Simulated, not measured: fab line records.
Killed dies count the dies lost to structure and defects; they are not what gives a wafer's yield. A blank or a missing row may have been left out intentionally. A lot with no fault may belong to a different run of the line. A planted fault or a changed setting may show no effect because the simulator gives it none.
fab line records    flow sky130
[record] lots = 11  wafers = 33  lastDay = 50
route steps=708 shown NWELL@63 GATE_OXIDE@188 POLY_CUT@318 LI_CONTACT@376
lots untouched by any fault: they come from a run of this same line in which no faults occurred
startH: start of the lot's first displayed wafer, in hours after the record's first day    waitH: hours from the lot's prior step to this one    " identical to the entry in the row above    L1.1+2: a single row standing in for several wafers    - either no value or no given start    * or withheld: withheld    < > ~ a bound
route shown NAME@n: names a module that has steps shown in the file, with the first one's number in the route    usual: mean/standard deviation taken from wafers without a fault    same: alike in all rows    chamber/n: place in a boat    sites: the reading at each site    _std_site: the values' standard deviation    _edge_site: outer sites' mean less inner sites'    radiusMm: for every site, how far away it sits from the centre of the wafer    mask NAME#n: copy n    behind: the last tool/chamber to shape the wafer    hold: the reason the lot was held/the length of the hold in hours/how it ended    device: the transistor (n, p or np) that didn't switch    end of line: the tests these same wafers got at the end of their route    a step with no rows: only its recipe    killed: not the wafer's yield, but the dies lost to structure and defects at the first sort    map: per-die view of a wafer (x killed, . not killed, _ where there is no die)
set.NAME: the setting that was run; set.NAME@STEP: the one run at that earlier step    model.NAME: the simulator's own value behind a step, which no gauge read
a sample of lots followed through the steps of the route, with each step as a table and each wafer as a row
services: from which hour (startH, from the record's first day; less than 0 if before it) a tool's chamber was out of use, for how many hours, and why
[[steps]]
[step SKY_NWELL_OVL_MEAS_10]
[usual] NWELL_00_OVL = 0.7/1.4
lot.wafer  tool        chamber  startH  waitH  NWELL_00_OVL[nm]
L594.2     overlay-01  -        86.00   -      0.4
L594.3     "           -        "       "      0.2
L594.6     "           -        "       "      2.3
L597.4     overlay-02  -        104.41  -      0.5
L597.5     "           -        "       "      0.2
L597.6     "           -        "       "      -0.1
L600.1     overlay-02  -        117.65  -      -1.5
L600.3     "           -        "       "      -0.9
L600.6     "           -        "       "      -0.5
L603.1     overlay-02  -        135.05  -      1.4
L603.2     "           -        "       "      1.1
L603.3     "           -        "       "      1.6
L602.1     overlay-01  -        136.70  -      2.7
L602.3     "           -        "       "      2.1
L602.6     "           -        "       "      2.3
L611.1     overlay-01  -        186.14  -      1.6
L611.4     "           -        "       "      -0.1
L611.6     "           -        "       "      -1.2
L612.1     overlay-02  -        187.48  -      2.7
L612.3     "           -        "       "      1.3
L612.6     "           -        "       "      2.4
L613.1     overlay-01  -        194.74  -      3.5
L613.2     "           -        "       "      1.5
L613.3     "           -        "       "      2.6
L614.4     overlay-02  -        202.91  -      -0.2
L614.5     "           -        "       "      1.6
L614.6     "           -        "       "      0.7
L615.3     overlay-02  -        209.20  -      -1.1
L615.5     "           -        "       "      -0.1
L615.6     "           -        "       "      -1.3
L617.2     overlay-01  -        217.94  -      -0.3
L617.4     "           -        "       "      -1.5
L617.6     "           -        "       "      -0.4
[step SKY_GATE_OXIDE_OXIDATION_01]
[recipe] tempC = 900  ambient = O2  stabiliseS = 600  purgeS = 300  targetThkA = 102.68  oxTimeS = 1473
[usual] oxTimeS = 1473/0  spikeTcBottomC = 918.4/1.4  tube_center_temp_C_max = 902.3/0.4  zonePowerCentrePct = 18.63/0.29
lot.wafer  tool        chamber  startH  waitH  oxTimeS  spikeTcBottomC  tube_center_temp_C_max  zonePowerCentrePct
L594.2     furnace-01  0        278.30  0.9    1473     918.1           902.1                   18.36
L594.3     "           0        "       "      1473     918.5           902.4                   18.28
L594.6     "           0        "       "      1473     918.9           902.0                   18.03
L597.4     furnace-02  0        308.12  2.0    1473     917.0           902.3                   18.61
L597.5     "           0        "       "      1473     914.3           902.5                   19.27
L597.6     "           0        "       "      1473     917.0           902.6                   19.07
L600.1     furnace-01  0        323.35  0.1    1473     919.5           902.7                   18.81
L600.3     "           0        "       "      1473     918.1           902.8                   18.54
L600.6     "           0        "       "      1473     920.7           902.5                   18.73
L602.1     furnace-02  0        351.23  1.4    1973.8   915.0           902.7                   18.96
L602.3     "           0        "       "      1973.8   916.9           902.2                   19.30
L602.6     "           0        "       "      1973.8   919.1           902.1                   18.84
L603.1     furnace-02  0        351.23  1.5    1973.8   916.3           902.9                   18.95
L603.2     "           0        "       "      1973.8   915.8           902.8                   18.84
L603.3     "           0        "       "      1973.8   918.0           902.4                   18.74
L611.1     furnace-01  0        424.25  0.3    1473     918.8           902.3                   18.37
L611.4     "           0        "       "      1473     919.7           902.4                   18.75
L611.6     "           0        "       "      1473     919.3           901.8                   18.51
L612.1     furnace-01  0        424.25  0.8    1473     918.5           901.7                   18.47
L612.3     "           0        "       "      1473     919.0           903.4                   18.63
L612.6     "           0        "       "      1473     920.0           902.6                   18.51
L613.1     furnace-02  0        433.14  0.2    1473     916.4           902.4                   18.72
L613.2     "           0        "       "      1473     916.3           902.3                   18.82
L613.3     "           0        "       "      1473     916.2           902.4                   18.93
L614.4     furnace-01  0        447.88  0.3    1473     920.5           902.3                   18.51
L614.5     "           0        "       "      1473     919.4           902.0                   18.23
L614.6     "           0        "       "      1473     919.8           902.3                   18.90
L615.3     furnace-01  0        453.60  0.0    1473     921.4           901.8                   18.58
L615.5     "           0        "       "      1473     921.2           902.7                   18.50
L615.6     "           0        "       "      1473     917.2           901.9                   18.44
L617.2     furnace-01  0        465.19  0.0    1473     918.0           902.2                   18.37
L617.4     "           0        "       "      1473     918.0           901.8                   18.70
L617.6     "           0        "       "      1473     918.8           901.9                   18.60
[step SKY_GATE_OXIDE_THK_MEAS_02]
[recipe] reads = SiO2_of_GATE_OXIDE_OXIDATION_01
[usual] GATE_OXIDE_OXIDATION_00_THK = 10.32/0.18
lot.wafer  tool          chamber  startH  waitH  hold                     GATE_OXIDE_OXIDATION_00_THK[nm]
L594.2     filmMetro-04  -        279.72  0.0    -                        10.65
L594.3     "             -        "       "      -                        10.42
L594.6     "             -        "       "      -                        10.52
L597.4     filmMetro-03  -        309.56  0.0    -                        10.20
L597.5     "             -        "       "      -                        10.21
L597.6     "             -        "       "      -                        10.32
L600.1     filmMetro-04  -        324.76  0.0    -                        10.12
L600.3     "             -        "       "      -                        10.24
L600.6     "             -        "       "      -                        10.25
L602.1     filmMetro-02  -        352.64  0.0    awaitDispo/0.2h/release  12.79
L602.3     "             -        "       "      awaitDispo/0.2h/release  12.76
L602.6     "             -        "       "      awaitDispo/0.2h/release  12.75
L602.1     filmMetro-02  -        352.87  0.2    -                        12.72
L602.3     "             -        "       "      -                        12.70
L602.6     "             -        "       "      -                        12.76
L603.1     filmMetro-04  -        352.64  0.0    awaitDispo/0.2h/release  12.84
L603.2     "             -        "       "      awaitDispo/0.2h/release  12.93
L603.3     "             -        "       "      awaitDispo/0.2h/release  12.68
L603.1     filmMetro-04  -        352.87  0.2    -                        12.81
L603.2     "             -        "       "      -                        12.86
L603.3     "             -        "       "      -                        12.68
L611.1     filmMetro-04  -        425.66  0.0    -                        10.53
L611.4     "             -        "       "      -                        10.28
L611.6     "             -        "       "      -                        10.44
L612.1     filmMetro-02  -        425.66  0.0    -                        10.42
L612.3     "             -        "       "      -                        10.30
L612.6     "             -        "       "      -                        10.46
L613.1     filmMetro-02  -        434.55  0.0    -                        10.35
L613.2     "             -        "       "      -                        10.28
L613.3     "             -        "       "      -                        10.56
L614.4     filmMetro-03  -        449.32  0.0    -                        10.13
L614.5     "             -        "       "      -                        10.30
L614.6     "             -        "       "      -                        10.35
L615.3     filmMetro-03  -        455.03  0.0    -                        10.90
L615.5     "             -        "       "      -                        10.67
L615.6     "             -        "       "      -                        10.59
L617.2     filmMetro-02  -        466.61  0.0    -                        10.11
L617.4     "             -        "       "      -                        10.10
L617.6     "             -        "       "      -                        10.09
[step SKY_POLY_CUT_ETCH_11]
[recipe] target = Si3N4  chemistry = CF4/CH2F2/Ar  stopOn = poly-Si  sourceW = 600  biasW = 150  pressureMtorr = 40  cf4FlowSccm = 40  ch2f2FlowSccm = 20  Ar_flow_sccm = 150  timeS = 43.17  targetDepthA = 600
[usual] ch2f2FlowSccm = 20.00/0.062  drypumpMotorCurrentA = 5.7/0.54  oesProductAu = 0.828/0.0065  throttleValvePct = 14.995/0.011
[same] timeS = 43.17
lot.wafer  tool        chamber  startH  waitH  ch2f2FlowSccm  drypumpMotorCurrentA  oesProductAu  rfHoursCounterH  throttleValvePct
L594.2     rieDiel-01  2        552.59  0.0    20.03          5.1                   0.817         3                14.996
L594.3     "           0        "       "      20.00          5.8                   0.821         71               14.994
L594.6     "           0        "       "      20.05          5.8                   0.826         -                15.003
L597.4     rieDiel-02  1        586.23  0.0    20.03          5.2                   0.821         8                15.014
L597.5     "           3        "       "      20.01          5.5                   0.826         -                15.010
L597.6     "           0        "       "      19.99          5.2                   0.824         -                14.994
L600.1     rieDiel-02  0        604.74  0.0    19.93          5.2                   0.826         34               15.008
L600.3     "           2        "       "      19.94          6.1                   0.822         10               14.988
L600.6     "           2        "       "      20.02          6.1                   0.827         -                14.981
L602.1     rieDiel-04  0        632.94  0.0    20.12          5.9                   0.833         2                14.984
L602.3     "           2        "       "      20.02          6.4                   0.835         10               15.017
L602.6     "           2        "       "      19.93          6.4                   0.836         -                14.987
L603.1     rieDiel-02  2        633.74  0.0    20.06          6.0                   0.832         11               14.996
L603.2     "           0        "       "      20.03          5.2                   0.827         35               14.995
L603.3     "           1        "       "      20.19          5.2                   0.832         9                14.991
L612.1     rieDiel-04  3        703.35  0.0    20.05          6.3                   0.824         17               14.994
L612.3     "           2        "       "      19.99          6.4                   0.825         13               14.977
L612.6     "           1        "       "      20.02          6.3                   0.818         -                14.995
L611.1     rieDiel-01  0        704.59  0.0    19.96          5.8                   0.831         2                14.963
L611.4     "           1        "       "      20.01          4.9                   0.842         -                15.001
L611.6     "           2        "       "      20.00          5.1                   0.832         -                14.993
L613.1     rieDiel-04  2        713.24  0.0    20.12          6.4                   0.822         13               14.997
L613.2     "           0        "       "      19.92          5.9                   0.822         4                15.007
L613.3     "           3        "       "      19.99          6.3                   0.826         18               14.991
L614.4     rieDiel-01  0        725.00  0.0    19.92          5.8                   0.831         -                15.004
L614.5     "           2        "       "      19.94          5.1                   0.835         -                15.005
L614.6     "           1        "       "      20.09          4.9                   0.825         -                14.990
L615.3     rieDiel-02  0        727.08  0.0    20.12          5.1                   0.832         38               14.997
L615.5     "           1        "       "      20.04          5.2                   0.825         -                15.006
L615.6     "           0        "       "      20.05          5.1                   0.836         -                15.002
L617.2     rieDiel-02  1        739.89  0.0    20.09          5.2                   0.820         11               14.990
L617.4     "           2        "       "      19.99          6.1                   0.825         14               15.004
L617.6     "           3        "       "      19.96          5.5                   0.820         -                15.015
[step SKY_LI_CONTACT_ETCH_14]
[recipe] chemistry = N2/H2  target = BARC  ionEnergyEv = 200  sourceW = 500  biasW = 100  pressureMtorr = 30  n2FlowSccm = 100  h2FlowSccm = 200  stopOn = SiO2  timeS = 45.9  targetDepthA = 600
[usual] drypumpMotorCurrentA = 5.5/0.51  oesProductAu = 0.861/0.0047  throttleValvePct = 13.227/0.01
[same] timeS = 45.9
lot.wafer  tool        chamber  startH  waitH  drypumpMotorCurrentA  oesProductAu  rfHoursCounterH  throttleValvePct
L594.2     rieDiel-03  1        669.55  0.0    6.0                   0.865         8                13.216
L594.3     "           3        "       "      6.0                   0.860         18               13.239
L594.6     "           2        "       "      5.7                   0.859         -                13.221
L597.4     rieDiel-01  0        701.72  0.0    5.8                   0.863         -                13.216
L597.5     "           2        "       "      5.1                   0.864         -                13.238
L597.6     "           1        "       "      4.9                   0.856         -                13.231
L600.1     rieDiel-03  0        719.90  0.0    6.3                   0.866         47               13.220
L600.3     "           2        "       "      5.7                   0.862         10               13.212
L600.6     "           1        "       "      6.0                   0.863         -                13.223
L602.1     rieDiel-03  1        747.95  0.0    6.0                   0.856         11               13.225
L602.3     "           2        "       "      5.7                   0.848         10               13.251
L602.6     "           3        "       "      6.0                   0.863         -                13.224
L603.1     rieDiel-01  2        748.50  0.0    5.1                   0.851         6                13.222
L603.2     "           1        "       "      4.9                   0.856         3                13.223
L603.3     "           3        "       "      4.8                   0.863         0                13.211
L612.1     rieDiel-01  0        813.75  0.0    5.8                   0.859         4                13.229
L612.3     "           1        "       "      4.8                   0.864         5                13.239
L612.6     "           0        "       "      5.8                   0.859         -                13.239
L611.1     rieDiel-02  2        814.10  0.0    6.0                   0.856         16               13.250
L611.4     "           2        "       "      6.0                   0.858         -                13.233
L611.6     "           1        "       "      5.2                   0.862         -                13.234
L613.1     rieDiel-01  1        822.18  0.0    4.9                   0.862         5                13.223
L613.2     "           3        "       "      4.8                   0.859         2                13.230
L613.3     "           2        "       "      5.1                   0.855         8                13.213
L614.4     rieDiel-03  1        833.45  0.0    6.0                   0.853         13               13.227
L614.5     "           1        "       "      6.0                   0.854         -                13.230
L614.6     "           0        "       "      6.3                   0.862         -                13.216
L615.3     rieDiel-02  1        835.40  0.0    5.2                   0.857         14               13.235
L615.5     "           0        "       "      5.2                   0.864         -                13.242
L615.6     "           3        "       "      5.5                   0.855         -                13.209
L617.2     rieDiel-01  2        847.60  0.0    5.1                   0.863         9                13.240
L617.4     "           0        "       "      5.8                   0.858         5                13.226
L617.6     "           1        "       "      4.9                   0.852         -                13.220
[[services]]
tool        chamber  startH  hours  kind
rieDiel-01  2        358.42  2.8    repair
furnace-01  -        406.67  4.0    pm
rieDiel-01  0        429.61  8.4    repair
rieDiel-01  2        434.71  4.1    repair
rieDiel-01  0        458.13  10.1   repair
rieDiel-01  3        459.64  2.6    repair
furnace-01  -        466.60  3.8    pm
rieDiel-01  1        472.58  9.8    repair
rieDiel-02  2        478.41  1.6    repair
rieDiel-01  3        523.83  1.8    repair
rieDiel-02  2        562.37  3.8    repair
rieDiel-01  -        562.60  2.8    pm
rieDiel-01  -        566.10  1.1    repair
furnace-01  -        575.40  3.3    pm
rieDiel-02  2        587.67  14.8   repair
furnace-01  -        665.14  7.7    repair
rieDiel-02  1        673.18  30.8   repair
furnace-01  -        742.71  4.5    pm
furnace-01  -        748.73  4.6    pm
rieDiel-01  0        755.91  21.2   repair
rieDiel-02  1        772.80  7.0    repair
rieDiel-01  2        789.06  4.2    repair
furnace-01  -        813.25  3.1    pm
rieDiel-01  0        824.43  1.8    repair
[[key]]
[firstSign] step = SKY_GATE_OXIDE_OXIDATION_01  reading = oxTimeS  direction = up  sigmas = 99+  usual = *  struck = *
[effect] step = SKY_GATE_OXIDE_THK_MEAS_02  reading = visit  direction = added
[effect] step = SKY_GATE_OXIDE_THK_MEAS_02  reading = GATE_OXIDE_OXIDATION_00_THK  direction = up  sigmas = 14  usual = 10.32  struck = 12.79
metAt SKY_GATE_OXIDE_OXIDATION_01
struckLots L602,L603
testerLeftOut L602,L603
notActingAt SKY_NWELL_OVL_MEAS_10,SKY_POLY_CUT_ETCH_11,SKY_LI_CONTACT_ETCH_14
onsetBetween 308.12 351.23
[fault] kind = processParameterDrift  tool = furnace-02  chamber = -  onsetH = 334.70  steps = SKY_GATE_OXIDE_OXIDATION_01  channel = oxTimeS  offset = *  shape = step  endH = 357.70  actsIn = *  stated = *
// testerLeftOut: of these lots the tester's yield and bins aren't shown, on N5 and GAA mostly nor the transistor test; their killed dies are dies lost to structure and defects alone, not to doping, threshold or leakage, so they don't give the yield
